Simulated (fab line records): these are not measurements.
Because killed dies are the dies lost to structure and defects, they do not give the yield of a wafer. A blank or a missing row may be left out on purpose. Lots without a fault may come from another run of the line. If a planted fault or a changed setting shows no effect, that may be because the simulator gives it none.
fab line records	flow sky130
record: lots: 24	wafers: 72	last_day: 50
route steps=708 shown FIELD_ISO@24 SONOS_ONO@173 VIA2@509 METAL3@565 VIA3@597
lots with no fault: from the same line, run without faults
start_h: hours from the record's opening day to when the first of the lot's shown wafers began	wait_h: hours elapsed since this lot's preceding step	" the same as in the row above	L1.1+2: a single row standing in for several wafers	- no value, or no start given	* or withheld: withheld	< > ~ a bound
route shown NAME@n: NAME is a module with steps in the file, n the number in the route of the first one	usual: the fault-free wafers' mean and standard deviation	same: alike in all rows	chamber/n: place in a boat	sites: per-site readings	_std_site: their standard deviation	_edge_site: the outer-site mean with the inner-site mean subtracted	radius_mm: how far each site lies from the wafer's centre	mask NAME#n: copy n	behind: the last tool/chamber to shape the wafer	hold: reason for holding the lot/hours on hold/outcome of the hold	device: transistor that didn't switch, given as n, p or np	end of line: tests run on the same wafers once the route is complete	a step with no rows: only its recipe	killed: dies that structure and defects cost at the first sort, which is not the same as the wafer's yield	map: a wafer's dies, x killed, . not, _ none there
set.NAME: the run value of the setting; set.NAME@STEP: its run value at that earlier step	model.NAME: the simulator's own value behind a step, which no gauge read
one table for each step of the route and one row for each wafer, over a sample of lots
services: the hour from which a tool's chamber was out of use, counted from the record's first day as start_h (under 0 if before that day), plus the number of hours and why
== steps ==
step: SKY_FIELD_ISO_THK_MEAS_23
recipe: reads: SiO2_of_FIELD_ISO_OXIDATION_22
usual: FIELD_ISO_OXIDATION_01_THK: 9.93/0.17
lot.wafer	tool	chamber	start_h	wait_h	FIELD_ISO_OXIDATION_01_THK[nm]
L074.1	film_metro-04	-	32.58	0.0	10.24
L074.2	"	-	"	"	10.07
L074.6	"	-	"	"	10.37
L075.1	film_metro-01	-	35.45	0.0	9.93
L075.2	"	-	"	"	9.83
L075.6	"	-	"	"	9.76
L076.1	film_metro-04	-	41.53	0.0	9.75
L076.3	"	-	"	"	9.65
L076.4	"	-	"	"	9.59
L077.1	film_metro-04	-	49.36	0.0	10.01
L077.2	"	-	"	"	9.73
L077.6	"	-	"	"	9.91
L078.4	film_metro-01	-	54.57	0.0	9.77
L078.5	"	-	"	"	9.81
L078.6	"	-	"	"	9.70
L079.1	film_metro-02	-	58.47	0.0	9.95
L079.3	"	-	"	"	10.13
L079.6	"	-	"	"	9.99
L080.2	film_metro-04	-	63.99	0.0	9.89
L080.5	"	-	"	"	9.72
L080.6	"	-	"	"	9.80
L081.2	film_metro-01	-	67.62	0.0	10.02
L081.3	"	-	"	"	10.07
L081.4	"	-	"	"	9.86
L082.1	film_metro-01	-	71.48	0.0	9.84
L082.2	"	-	"	"	10.07
L082.5	"	-	"	"	10.03
L083.1	film_metro-01	-	80.79	0.0	9.92
L083.2	"	-	"	"	9.89
L083.5	"	-	"	"	9.79
L084.1	film_metro-02	-	83.50	0.0	9.95
L084.4	"	-	"	"	9.93
L084.6	"	-	"	"	9.82
L085.1	film_metro-01	-	90.17	0.0	9.86
L085.2	"	-	"	"	9.90
L085.3	"	-	"	"	9.82
L086.1	film_metro-01	-	92.86	0.0	9.99
L086.4	"	-	"	"	9.78
L086.6	"	-	"	"	9.97
L087.1	film_metro-01	-	101.18	0.0	10.25
L087.2	"	-	"	"	10.10
L087.6	"	-	"	"	10.09
L088.1	film_metro-02	-	106.79	0.0	9.77
L088.3	"	-	"	"	9.79
L088.4	"	-	"	"	9.79
L089.2	film_metro-04	-	112.09	0.0	9.89
L089.5	"	-	"	"	9.92
L089.6	"	-	"	"	9.85
L090.2	film_metro-04	-	113.79	0.0	9.77
L090.4	"	-	"	"	9.69
L090.6	"	-	"	"	9.63
L091.1	film_metro-04	-	120.68	0.0	9.76
L091.4	"	-	"	"	9.92
L091.5	"	-	"	"	9.73
L092.1	film_metro-04	-	127.18	0.0	10.12
L092.5	"	-	"	"	10.05
L092.6	"	-	"	"	9.98
L093.4	film_metro-04	-	133.10	0.0	10.24
L093.5	"	-	"	"	10.16
L093.6	"	-	"	"	10.18
L094.3	film_metro-02	-	137.82	0.0	10.01
L094.4	"	-	"	"	9.89
L094.6	"	-	"	"	9.92
L095.2	film_metro-04	-	143.40	0.0	10.06
L095.3	"	-	"	"	10.38
L095.6	"	-	"	"	10.19
L096.2	film_metro-02	-	145.56	0.0	10.00
L096.4	"	-	"	"	10.13
L096.6	"	-	"	"	10.13
L097.1	film_metro-02	-	150.46	0.0	9.96
L097.2	"	-	"	"	9.83
L097.6	"	-	"	"	10.09
step: SKY_SONOS_ONO_THK_MEAS_05
recipe: reads: SiO2_of_SONOS_ONO_CVD_04
usual: SONOS_ONO_CVD_04_THK: 5.74/0.12
lot.wafer	tool	chamber	start_h	wait_h	SONOS_ONO_CVD_04_THK[nm]
L074.1	film_metro-04	-	257.00	0.0	5.66
L074.2	"	-	"	"	5.63
L074.6	"	-	"	"	5.49
L075.1	film_metro-01	-	265.23	0.0	5.77
L075.2	"	-	"	"	5.85
L075.6	"	-	"	"	5.74
L076.1	film_metro-04	-	274.55	0.0	5.71
L076.3	"	-	"	"	5.78
L076.4	"	-	"	"	5.88
L077.1	film_metro-04	-	281.23	0.0	5.64
L077.2	"	-	"	"	5.66
L077.6	"	-	"	"	5.59
L078.4	film_metro-02	-	294.36	0.0	5.58
L078.5	"	-	"	"	5.56
L078.6	"	-	"	"	5.58
L079.1	film_metro-01	-	297.17	0.0	5.97
L079.3	"	-	"	"	5.98
L079.6	"	-	"	"	5.91
L080.2	film_metro-04	-	307.77	0.0	5.75
L080.5	"	-	"	"	5.85
L080.6	"	-	"	"	5.83
L081.2	film_metro-04	-	313.61	0.0	5.79
L081.3	"	-	"	"	5.68
L081.4	"	-	"	"	5.73
L082.1	film_metro-04	-	318.60	0.0	5.51
L082.2	"	-	"	"	5.61
L082.5	"	-	"	"	5.64
L083.1	film_metro-02	-	331.71	0.0	5.58
L083.2	"	-	"	"	5.64
L083.5	"	-	"	"	5.76
L084.1	film_metro-01	-	338.99	0.0	5.78
L084.4	"	-	"	"	5.75
L084.6	"	-	"	"	5.63
L085.1	film_metro-04	-	347.45	0.0	5.60
L085.2	"	-	"	"	5.64
L085.3	"	-	"	"	5.70
L086.1	film_metro-02	-	357.51	0.0	5.66
L086.4	"	-	"	"	5.69
L086.6	"	-	"	"	5.65
L087.1	film_metro-01	-	373.88	0.0	5.76
L087.2	"	-	"	"	5.70
L087.6	"	-	"	"	5.80
L088.1	film_metro-02	-	376.72	0.0	5.70
L088.3	"	-	"	"	5.79
L088.4	"	-	"	"	5.79
L089.2	film_metro-04	-	387.98	0.0	5.63
L089.5	"	-	"	"	5.64
L089.6	"	-	"	"	5.74
L090.2	film_metro-02	-	387.98	0.0	5.62
L090.4	"	-	"	"	5.75
L090.6	"	-	"	"	5.65
L091.1	film_metro-04	-	393.37	0.0	5.75
L091.4	"	-	"	"	5.74
L091.5	"	-	"	"	5.81
L092.1	film_metro-04	-	402.85	0.0	5.73
L092.5	"	-	"	"	5.81
L092.6	"	-	"	"	5.83
L093.4	film_metro-02	-	412.66	0.0	5.50
L093.5	"	-	"	"	5.56
L093.6	"	-	"	"	5.53
L094.3	film_metro-02	-	417.51	0.0	5.83
L094.4	"	-	"	"	5.97
L094.6	"	-	"	"	5.97
L095.2	film_metro-02	-	426.56	0.0	5.85
L095.3	"	-	"	"	5.94
L095.6	"	-	"	"	5.83
L096.2	film_metro-04	-	432.25	0.0	5.73
L096.4	"	-	"	"	5.87
L096.6	"	-	"	"	5.83
L097.1	film_metro-04	-	438.55	0.0	5.84
L097.2	"	-	"	"	5.86
L097.6	"	-	"	"	5.97
step: SKY_VIA2_CMP_02
recipe: material: SiO2	down_force_psi: 4	platen_rpm: 60	pad_velocity_m_s: 0.94248
usual: motor_current_A: 12.4/1.2	slurry_filter_dp_kPa: 13.48/0.15
lot.wafer	tool	chamber	start_h	wait_h	motor_current_A	slurry_filter_dp_kPa
L074.1	cmp-01	1	823.85	0.1	10.6	13.80
L074.2	"	2	"	"	11.6	13.42
L074.6	"	1	"	"	11.6	13.51
L075.2	cmp-02	0	832.49	0.1	10.7	13.42
L075.1	"	2	"	"	14.6	13.59
L075.6	"	0	"	"	11.3	13.33
L076.3	cmp-01	0	841.35	0.4	13.4	13.42
L076.1	"	1	"	"	11.2	13.49
L076.4	"	3	"	"	11.9	13.16
L077.2	cmp-01	0	849.12	0.0	12.9	13.52
L077.1	"	3	"	"	12.4	13.57
L077.6	"	0	"	"	12.6	13.46
L078.4	cmp-02	1	860.19	0.0	13.4	13.34
L078.5	"	1	"	"	13.8	13.58
L078.6	"	2	"	"	13.4	13.50
L079.3	cmp-01	1	872.45	0.0	11.7	13.52
L079.1	"	0	"	"	13.2	13.27
L079.6	"	2	"	"	11.4	13.40
L080.2	cmp-02	1	873.36	0.1	14.0	13.82
L080.6	"	3	"	"	13.3	13.46
L080.5	"	0	"	"	10.9	13.32
L081.2	cmp-01	2	875.14	0.0	11.6	13.51
L081.3	"	3	"	"	12.0	13.25
L081.4	"	1	"	"	11.3	13.38
L082.1	cmp-01	3	905.01	0.1	12.8	13.71
L082.2	"	1	"	"	10.8	13.45
L082.5	"	3	"	"	12.0	13.76
L083.1	cmp-02	3	906.85	0.1	12.8	13.31
L083.2	"	0	"	"	11.1	13.40
L083.5	"	0	"	"	10.9	13.49
L084.4	cmp-01	1	908.26	0.0	11.0	13.49
L084.1	"	3	"	"	11.6	13.22
L084.6	"	1	"	"	11.1	13.55
L085.2	cmp-01	0	912.89	0.0	13.3	13.69
L085.1	"	2	"	"	12.0	13.57
L085.3	"	3	"	"	12.9	13.50
L086.4	cmp-02	2	919.42	0.2	13.5	13.21
L086.1	"	3	"	"	12.9	13.50
L086.6	"	1	"	"	14.2	13.50
L087.1	cmp-01	2	938.02	0.1	12.3	13.51
L087.2	"	3	"	"	12.4	13.69
L087.6	"	1	"	"	11.2	13.64
L088.4	cmp-02	0	938.26	0.3	11.3	13.42
L088.1	"	1	"	"	14.0	13.69
L088.3	"	2	"	"	13.2	13.23
L090.2	cmp-01	1	946.50	0.1	11.0	13.24
L090.4	"	3	"	"	12.7	13.78
L090.6	"	1	"	"	11.2	13.48
L089.2	cmp-02	2	947.89	0.1	13.0	13.40
L089.6	"	0	"	"	10.3	13.32
L089.5	"	1	"	"	14.3	13.35
L091.1	cmp-01	3	949.99	0.1	12.7	13.36
L091.4	"	0	"	"	13.2	13.64
L091.5	"	3	"	"	11.4	13.73
L092.1	cmp-01	0	959.78	0.1	12.7	13.69
L092.6	"	0	"	"	13.2	13.41
L092.5	"	1	"	"	11.4	13.23
L093.4	cmp-02	2	967.50	0.2	12.8	13.29
L093.6	"	3	"	"	13.0	13.35
L093.5	"	0	"	"	10.8	13.47
L094.3	cmp-02	0	972.57	0.1	11.1	13.45
L094.4	"	3	"	"	13.6	13.43
L094.6	"	0	"	"	10.8	13.45
L095.3	cmp-02	3	983.91	0.4	13.7	13.55
L095.2	"	1	"	"	15.1	13.36
L095.6	"	0	"	"	10.8	13.33
L096.2	cmp-02	0	988.09	0.1	9.7	13.29
L096.4	"	1	"	"	14.1	13.30
L096.6	"	0	"	"	10.5	13.48
L097.1	cmp-01	0	989.25	0.1	13.0	13.24
L097.2	"	1	"	"	10.8	13.42
L097.6	"	1	"	"	11.5	13.52
step: SKY_VIA2_CMP_24
recipe: stop_on: SiO2	t_overpolish_s: 20	down_force_psi: 3.5	platen_rpm: 60	target_thk_nm: 0	pad_velocity_m_s: 0.94248
usual: motor_current_A: 11.5/1.1	overpolish_run_s: 20.001/0.0092	slurry_filter_dp_kPa: 13.51/0.13	time_to_endpoint_s: 103/4.2
lot.wafer	tool	chamber	start_h	wait_h	motor_current_A	overpolish_run_s	slurry_filter_dp_kPa	time_to_endpoint_s
L074.2	cmp-01	0	851.86	0.0	11.4	20.011	13.56	105
L074.1	"	1	"	"	10.0	20.000	13.50	107
L074.6	"	1	"	"	10.0	20.002	13.67	106
L075.1	cmp-02	0	861.50	0.4	9.5	20.006	13.34	101
L075.2	"	1	"	"	13.2	20.013	13.46	96
L075.6	"	3	"	"	11.9	20.005	13.56	99
L076.4	cmp-01	3	868.93	0.1	11.4	20.000	13.56	115
L076.3	"	0	"	"	11.5	20.004	13.66	105
L076.1	"	1	"	"	10.5	20.005	13.65	108
L077.2	cmp-02	0	877.51	0.0	9.7	20.005	13.50	104
L077.1	"	1	"	"	13.8	19.987	13.54	100
L077.6	"	0	"	"	10.0	20.004	13.57	104
L078.4	cmp-02	3	888.18	0.0	12.4	19.993	13.51	103
L078.6	"	3	"	"	12.4	19.987	13.50	108
L078.5	"	0	"	"	10.3	20.008	13.36	107
L079.1	cmp-01	1	899.36	0.1	10.2	19.999	13.45	102
L079.3	"	0	"	"	11.4	20.006	13.36	104
L079.6	"	2	"	"	11.0	19.988	13.52	104
L080.2	cmp-02	1	901.06	0.2	12.8	19.985	13.16	101
L080.5	"	2	"	"	11.7	19.999	13.47	107
L080.6	"	3	"	"	12.4	20.014	13.71	109
L081.4	cmp-02	3	902.41	0.1	12.3	19.996	13.54	107
L081.2	"	0	"	"	9.9	20.010	13.53	107
L081.3	"	1	"	"	13.1	20.004	13.56	99
L082.1	cmp-01	1	932.11	0.1	10.6	20.001	13.24	105
L082.2	"	3	"	"	10.9	19.993	13.57	104
L082.5	"	1	"	"	10.2	20.007	13.18	103
L083.2	cmp-01	2	933.23	0.0	10.7	20.001	13.51	104
L083.1	"	1	"	"	10.5	20.001	13.41	105
L083.5	"	2	"	"	10.8	19.996	13.64	104
L084.4	cmp-01	0	934.59	0.1	11.7	19.998	13.68	103
L084.1	"	2	"	"	11.0	19.991	13.43	99
L084.6	"	3	"	"	11.2	20.007	13.39	104
L085.3	cmp-01	0	940.06	0.1	12.4	20.013	13.62	101
L085.1	"	1	"	"	9.5	19.989	13.61	105
L085.2	"	2	"	"	10.6	20.007	13.48	104
L086.1	cmp-02	0	946.28	0.1	10.0	19.993	13.55	105
L086.4	"	2	"	"	12.7	19.999	13.43	100
L086.6	"	0	"	"	10.1	19.995	13.53	101
L087.2	cmp-02	0	964.25	0.0	9.7	20.004	13.33	97
L087.1	"	3	"	"	12.1	20.002	13.40	99
L087.6	"	0	"	"	10.1	19.993	13.64	101
L088.3	cmp-02	3	965.06	0.1	12.6	20.010	13.63	98
L088.1	"	0	"	"	10.4	20.005	13.46	97
L088.4	"	1	"	"	12.5	20.005	13.51	93
L090.2	cmp-02	0	973.17	0.3	9.4	20.008	13.36	101
L090.4	"	3	"	"	12.3	20.014	13.37	105
L090.6	"	0	"	"	10.2	20.010	13.48	102
L089.2	cmp-02	1	974.47	0.4	12.7	20.008	13.71	98
L089.6	"	3	"	"	12.7	19.990	13.32	103
L089.5	"	0	"	"	9.9	19.994	13.44	98
L091.1	cmp-02	2	976.62	0.2	12.1	20.021	13.65	103
L091.4	"	3	"	"	12.0	19.998	13.52	100
L091.5	"	3	"	"	11.9	20.007	13.56	99
L092.1	cmp-02	0	984.83	0.1	10.1	20.013	13.52	102
L092.5	"	2	"	"	12.1	20.000	13.57	101
L092.6	"	3	"	"	12.2	20.007	13.45	98
L093.4	cmp-01	0	992.62	0.0	12.3	20.000	13.53	100
L093.6	"	0	"	"	11.7	20.004	13.39	101
L093.5	"	1	"	"	10.4	19.983	13.44	100
L094.3	cmp-01	2	997.77	0.0	10.4	19.996	13.26	103
L094.4	"	0	"	"	12.8	20.013	13.67	106
L094.6	"	2	"	"	10.5	19.991	13.59	103
L095.3	cmp-02	0	1009.73	0.2	9.9	20.005	13.59	105
L095.2	"	2	"	"	12.7	20.003	13.41	108
L095.6	"	3	"	"	11.6	20.005	13.60	104
L096.4	cmp-02	3	1013.37	0.1	12.1	20.005	13.43	101
L096.2	"	0	"	"	10.1	19.995	13.41	103
L096.6	"	2	"	"	12.0	19.986	13.79	105
L097.1	cmp-02	0	1014.55	0.1	9.7	20.019	13.52	106
L097.2	"	3	"	"	12.3	19.991	13.38	103
L097.6	"	0	"	"	10.4	19.995	13.39	104
step: SKY_METAL3_DESCUM_15
recipe: chemistry: O2	source_power_w: 150	bias_power_w: 0	pressure_mtorr: 10	temp_c: 40	time_s: 8
usual: drypump_motor_current_A: 5.5/0.39	oes_product_au: 0.998/0.015
lot.wafer	tool	chamber	start_h	wait_h	drypump_motor_current_A	oes_product_au	rf_hours_counter_h
L074.1	rie_metal-02	0	904.03	0.0	6.2	0.987	9
L074.2	"	1	"	"	5.3	0.981	7
L074.6	"	1	"	"	5.3	0.977	-
L075.1	rie_metal-02	0	914.47	0.0	6.2	1.000	10
L075.2	"	1	"	"	5.3	0.983	8
L075.6	"	1	"	"	5.3	0.981	-
L076.1	rie_metal-02	1	921.58	0.0	5.3	0.981	8
L076.3	"	1	"	"	5.2	0.984	-
L076.4	"	0	"	"	6.2	0.997	-
L077.1	rie_metal-03	1	929.77	0.0	5.7	0.994	10
L077.2	"	0	"	"	5.2	0.980	8
L077.6	"	0	"	"	5.2	0.979	-
L078.4	rie_metal-02	1	939.53	0.0	5.3	0.984	-
L078.5	"	1	"	"	5.3	0.981	-
L078.6	"	0	"	"	6.2	1.008	-
L079.1	rie_metal-03	1	950.97	0.0	5.7	0.985	11
L079.3	"	0	"	"	5.2	0.966	-
L079.6	"	0	"	"	5.2	0.988	-
L080.2	rie_metal-02	0	951.92	0.0	6.2	0.999	12
L080.5	"	0	"	"	6.2	0.999	-
L080.6	"	1	"	"	5.3	0.990	-
L081.2	rie_metal-01	1	952.89	0.0	5.1	1.012	-
L081.3	"	1	"	"	5.1	1.024	-
L081.4	"	1	"	"	5.1	1.023	-
L082.1	rie_metal-03	1	982.08	0.0	5.7	0.987	12
L082.2	"	0	"	"	5.2	0.976	11
L082.5	"	0	"	"	5.2	0.990	-
L083.1	rie_metal-01	0	983.24	0.0	5.2	1.002	1
L083.2	"	1	"	"	5.1	1.025	13
L083.5	"	1	"	"	5.1	1.013	-
L084.1	rie_metal-03	0	984.18	0.0	5.2	0.977	11
L084.4	"	0	"	"	5.2	0.985	-
L084.6	"	1	"	"	5.7	0.982	-
L085.1	rie_metal-02	1	988.87	0.0	5.3	1.002	11
L085.2	"	0	"	"	6.2	1.014	14
L085.3	"	0	"	"	6.2	1.009	-
L086.1	rie_metal-01	0	996.02	0.0	5.2	0.998	2
L086.4	"	0	"	"	5.2	1.010	-
L086.6	"	1	"	"	5.1	1.013	-
L087.1	rie_metal-01	0	1012.99	0.0	5.2	1.007	3
L087.2	"	1	"	"	5.1	1.024	14
L087.6	"	1	"	"	5.1	1.023	-
L088.1	rie_metal-02	1	1013.83	0.0	5.4	0.998	12
L088.3	"	0	"	"	6.2	1.010	-
L088.4	"	1	"	"	5.3	0.999	-
L090.2	rie_metal-03	1	1022.19	0.0	5.7	0.990	15
L090.4	"	1	"	"	5.7	0.993	-
L090.6	"	0	"	"	5.2	0.996	-
L089.2	rie_metal-03	0	1023.49	0.0	5.2	0.991	14
L089.5	"	1	"	"	5.7	1.006	-
L089.6	"	0	"	"	5.2	0.995	-
L091.1	rie_metal-03	0	1024.92	0.0	5.2	1.006	14
L091.4	"	0	"	"	5.2	1.001	-
L091.5	"	0	"	"	5.2	0.993	-
L092.1	rie_metal-03	0	1032.24	0.0	5.2	0.979	14
L092.5	"	0	"	"	5.2	0.968	-
L092.6	"	1	"	"	5.7	0.994	-
L093.4	rie_metal-02	0	1039.95	0.0	6.2	1.003	-
L093.5	"	0	"	"	6.2	1.013	-
L093.6	"	1	"	"	5.3	1.007	-
L094.3	rie_metal-03	0	1046.29	0.0	5.2	0.991	-
L094.4	"	1	"	"	5.7	1.000	-
L094.6	"	0	"	"	5.3	0.990	-
L095.2	rie_metal-01	0	1056.24	0.0	5.2	1.013	5
L095.3	"	0	"	"	5.2	1.013	-
L095.6	"	0	"	"	5.2	1.013	-
L096.2	rie_metal-01	0	1058.92	0.0	5.2	0.998	6
L096.4	"	0	"	"	5.2	1.001	-
L096.6	"	1	"	"	5.1	1.019	-
L097.1	rie_metal-01	1	1059.87	0.0	5.1	1.026	17
L097.2	"	0	"	"	5.2	1.008	6
L097.6	"	0	"	"	5.2	1.000	-
step: SKY_VIA3_CMP_24
recipe: stop_on: SiO2	t_overpolish_s: 20	down_force_psi: 3.5	platen_rpm: 60	target_thk_nm: 0	pad_velocity_m_s: 0.94248
usual: motor_current_A: 11.5/1.1	overpolish_run_s: 20.000/0.0094	slurry_filter_dp_kPa: 13.51/0.14	time_to_endpoint_s: 97/4.4
lot.wafer	tool	chamber	start_h	wait_h	motor_current_A	overpolish_run_s	slurry_filter_dp_kPa	time_to_endpoint_s
L074.2	cmp-01	2	931.78	0.1	10.7	19.994	13.46	91
L074.1	"	0	"	"	11.3	19.991	13.51	93
L074.6	"	2	"	"	11.0	20.022	13.40	92
L075.1	cmp-01	3	943.15	0.1	10.7	20.008	13.73	106
L075.2	"	1	"	"	10.4	19.996	13.65	95
L075.6	"	3	"	"	11.1	19.996	13.30	103
L076.4	cmp-02	0	949.06	0.1	9.7	20.001	13.69	91
L076.3	"	1	"	"	13.1	19.983	13.48	90
L076.1	"	2	"	"	12.5	19.989	13.38	97
L077.2	cmp-01	3	957.33	0.0	11.3	19.989	13.40	101
L077.1	"	1	"	"	10.3	20.003	13.50	99
L077.6	"	3	"	"	11.4	19.995	13.45	104
L078.4	cmp-02	0	967.19	0.2	10.3	19.997	13.25	90
L078.6	"	1	"	"	13.0	20.007	13.56	86
L078.5	"	2	"	"	12.1	20.002	13.46	93
L079.3	cmp-02	2	978.10	0.0	11.9	20.006	13.60	94
L079.1	"	1	"	"	13.1	20.001	13.68	89
L079.6	"	3	"	"	12.3	20.001	13.63	98
L080.2	cmp-02	1	979.05	0.4	12.8	20.000	13.47	90
L080.6	"	0	"	"	10.8	19.988	13.46	91
L080.5	"	1	"	"	12.8	19.990	13.70	89
L081.3	cmp-02	0	980.10	0.1	9.9	20.018	13.57	91
L081.2	"	1	"	"	13.0	19.998	13.57	90
L081.4	"	3	"	"	11.3	20.017	13.76	93
L082.2	cmp-02	1	1008.40	0.0	13.0	19.990	13.62	95
L082.1	"	2	"	"	12.2	20.002	13.73	103
L082.5	"	1	"	"	13.1	20.008	13.42	93
L083.1	cmp-02	2	1009.43	0.1	12.0	19.994	13.40	99
L083.2	"	0	"	"	10.0	19.999	13.62	99
L083.5	"	2	"	"	12.9	19.996	13.69	99
L084.1	cmp-02	3	1010.88	0.1	12.5	20.003	13.45	103
L084.4	"	0	"	"	9.9	20.008	13.42	96
L084.6	"	0	"	"	9.9	19.997	13.58	96
L085.2	cmp-02	2	1015.85	0.0	12.7	19.995	13.33	98
L085.3	"	0	"	"	10.2	19.992	13.69	100
L085.1	"	1	"	"	12.8	20.002	13.51	94
L086.1	cmp-01	1	1022.26	0.1	10.5	20.009	13.35	100
L086.4	"	2	"	"	10.9	20.006	13.31	94
L086.6	"	3	"	"	10.9	19.998	13.65	102
L087.1	cmp-01	0	1038.09	0.1	12.6	20.004	13.24	99
L087.2	"	2	"	"	10.5	19.996	13.46	96
L087.6	"	1	"	"	10.5	20.014	13.44	95
L088.3	cmp-02	1	1038.80	0.0	13.6	19.999	13.28	89
L088.1	"	2	"	"	12.4	20.016	13.47	96
L088.4	"	0	"	"	10.4	19.988	13.26	94
L089.2	cmp-01	2	1048.59	0.1	10.9	19.987	13.77	99
L089.5	"	1	"	"	10.0	19.996	13.45	101
L089.6	"	2	"	"	10.9	20.000	13.62	97
L090.2	cmp-01	3	1048.94	0.2	11.0	20.004	13.79	106
L090.4	"	0	"	"	12.3	19.998	13.63	98
L090.6	"	1	"	"	10.0	20.014	13.43	100
L091.1	cmp-02	2	1050.55	0.1	12.9	20.003	13.34	98
L091.4	"	3	"	"	12.1	20.010	13.48	93
L091.5	"	0	"	"	9.0	20.010	13.52	92
L092.1	cmp-01	2	1057.41	0.1	10.9	19.999	13.60	97
L092.6	"	2	"	"	11.5	20.004	13.63	98
L092.5	"	3	"	"	10.9	19.986	13.56	102
L093.4	cmp-02	3	1065.24	0.0	11.9	19.998	13.78	96
L093.5	"	3	"	"	12.7	20.000	13.43	94
L093.6	"	0	"	"	9.8	19.983	13.39	94
L094.3	cmp-01	3	1071.32	0.1	11.0	19.997	13.61	105
L094.4	"	1	"	"	9.8	19.999	13.37	103
L094.6	"	3	"	"	10.6	19.997	13.60	104
L095.3	cmp-01	0	1080.54	0.0	12.1	19.992	13.41	98
L095.2	"	3	"	"	11.4	19.989	13.56	107
L095.6	"	0	"	"	11.8	19.983	13.61	101
L096.2	cmp-01	2	1081.95	0.0	10.7	19.984	13.53	95
L096.4	"	3	"	"	12.0	19.993	13.53	99
L096.6	"	3	"	"	11.0	20.011	13.54	99
L097.1	cmp-01	0	1084.38	0.1	12.7	19.998	13.54	96
L097.2	"	3	"	"	11.0	20.008	13.69	107
L097.6	"	1	"	"	9.9	19.987	13.60	98
== services ==
tool	chamber	start_h	hours	kind
cmp-01	-	805.76	1.3	repair
cmp-02	-	832.83	4.5	repair
rie_metal-03	-	833.68	0.9	repair
cmp-02	-	837.77	9.1	pm
rie_metal-03	-	838.77	28.1	pm
cmp-01	-	857.19	9.5	pm
rie_metal-03	0	874.67	4.1	repair
rie_metal-03	1	882.64	4.7	repair
rie_metal-03	-	888.46	4.3	repair
cmp-01	-	914.30	7.6	pm
cmp-01	-	921.89	4.0	pm
cmp-01	-	925.89	-	consumable_replace:conditioner
cmp-01	-	925.89	-	consumable_replace:pad
cmp-02	-	931.82	4.7	repair
rie_metal-01	0	936.57	-	clean
rie_metal-01	0	936.57	26.3	scheduled_down
cmp-01	-	966.87	11.3	pm
cmp-01	-	978.19	5.4	repair
cmp-01	-	980.45	3.6	repair
rie_metal-01	-	997.10	0.6	repair
cmp-01	-	1008.35	5.3	pm
rie_metal-02	1	1055.48	7.9	repair
cmp-02	-	1060.51	3.8	repair
cmp-02	-	1084.38	4.0	pm
== key ==
fault none
